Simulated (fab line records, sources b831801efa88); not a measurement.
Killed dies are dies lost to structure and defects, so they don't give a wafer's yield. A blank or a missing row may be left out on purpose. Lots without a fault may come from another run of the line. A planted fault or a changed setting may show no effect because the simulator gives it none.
Which tool did it? | flow gf180mcu | 6 lots, 18 wafers sampled, at 2 steps of a route of 602

WHAT THE GAUGES READ, wafer by wafer
GF_VT_IMPLANT_OVL_MEAS_07.
lot  | measured     | on         | VT_IMPLANT_OVL (nm)
L486 | day 6 16:13  | overlay-02 | 2.8 2.8 1.6
L487 | day 6 19:16  | overlay-01 | 1.9 1.2 1.1
L490 | day 7 11:10  | overlay-01 | 0.2 -1.8 0.5
L493 | day 8 07:53  | overlay-02 | -1.8 -1.4 -1.5
L503 | day 10 22:37 | overlay-01 | 1.2 -2.5 -0.9
L505 | day 11 11:50 | overlay-02 | 1.6 -0.4 0.8

WHICH TOOL RAN EACH LOT (tool, then ch and the chambers of the sampled wafers, then the start)
lot  | GF_VT_IMPLANT_EXPOSE_04
L486 | iline_stepper-02 ch 0, day 6 08:20
L487 | iline_stepper-02 ch 0, day 6 12:35
L490 | iline_stepper-01 ch 0, day 7 03:37
L493 | iline_stepper-01 ch 0, day 8 00:10
L503 | iline_stepper-01 ch 0, day 10 14:29
L505 | iline_stepper-01 ch 0, day 11 02:19
- GF_VT_IMPLANT_EXPOSE_04: exposes mask LVPWELL LV AREA, target cd 600 nm.

THE ANSWER, worked out from the rows above alone
Rule: what is usual is taken from the lots themselves. Put in order of their means at a reading, lots are off if they are a third of the lots or fewer, leave a main group of 4 or more, and stand apart from it by a gap of 3 or more times the standard deviation of the main group's means; of several such gaps the widest counts. A main group whose means are all the same, to the digits that the tables above print for the reading, isn't used. A lot without any number at a reading at which 4 lots or more have one is off too. The other lots that the step has rows for count as sound.
No lot is off at any reading shown: from this, nothing can be told.

WHAT THE SIMULATOR HAD PUT IN
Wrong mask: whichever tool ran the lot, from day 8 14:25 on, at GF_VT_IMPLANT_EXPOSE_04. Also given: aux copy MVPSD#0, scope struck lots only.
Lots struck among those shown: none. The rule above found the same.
